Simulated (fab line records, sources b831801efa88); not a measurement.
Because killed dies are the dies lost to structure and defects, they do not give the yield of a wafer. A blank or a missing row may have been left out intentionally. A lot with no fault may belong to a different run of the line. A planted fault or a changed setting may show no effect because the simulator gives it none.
The same fault as seen by 2 desks / flow gf180mcu / only its own numbers are on each desk; what lay behind them is given at the end

DESK OF THE TOOL OWNER: litho-track-02
The tool's own readings at GF_PASSIVATION_COAT_06 (resist thk 4000 nm): means of the sampled wafers that have a number, for each lot that ran on this tool. If a lot's mean is further than 4 standard deviations from the usual mean, the lot is out of limits and carries the mark OUT (the distance appears in the brackets).
Columns: A = exhaust-pa at GF_PASSIVATION_COAT_06, usual 45.0 Pa
lot=L552; first seen here=day 29 03:50; A=44.4
lot=L554; first seen here=day 29 08:14; A=44.6
lot=L562; first seen here=day 31 21:23; A=44.5
lot=L563; first seen here=day 32 05:05; A=46.0
lot=L564; first seen here=day 32 08:02; A=45.1
Result from this desk: across the 5 lots, nothing is out of limits.

FROM THE METROLOGY DESK
Lot by lot, what the gauges showed, no matter which tool ran the lot: averages of those sampled wafers that carry a number. If a lot's mean is further than 4 standard deviations from the usual mean, the lot is out of limits and carries the mark OUT (the distance appears in the brackets).
Columns: A = cd-nm at GF_V5_CD_MEAS_14, usual 259.9 nm
lot=L551; first seen here=day 27 01:42; A=258.4
lot=L552; first seen here=day 27 20:40; A=258.4
lot=L553; first seen here=day 27 22:56; A=258.4
lot=L554; first seen here=day 28 00:13; A=259.1
lot=L555; first seen here=day 28 18:20; A=260.6
lot=L556; first seen here=day 29 07:14; A=262.1
lot=L560; first seen here=day 30 05:30; A=257.8
lot=L562; first seen here=day 30 16:07; A=259.6
lot=L563; first seen here=day 30 23:50; A=258.1
lot=L564; first seen here=day 31 04:15; A=260.6
lot=L574; first seen here=day 33 13:10; A=259.7
Result from this desk: across the 11 lots, nothing is out of limits.

TAKEN TOGETHER
The tool owner's desk saw nothing out of limits.
Nothing out of limits was seen by the metrology desk.

WHAT THE SIMULATOR HAD INSERTED
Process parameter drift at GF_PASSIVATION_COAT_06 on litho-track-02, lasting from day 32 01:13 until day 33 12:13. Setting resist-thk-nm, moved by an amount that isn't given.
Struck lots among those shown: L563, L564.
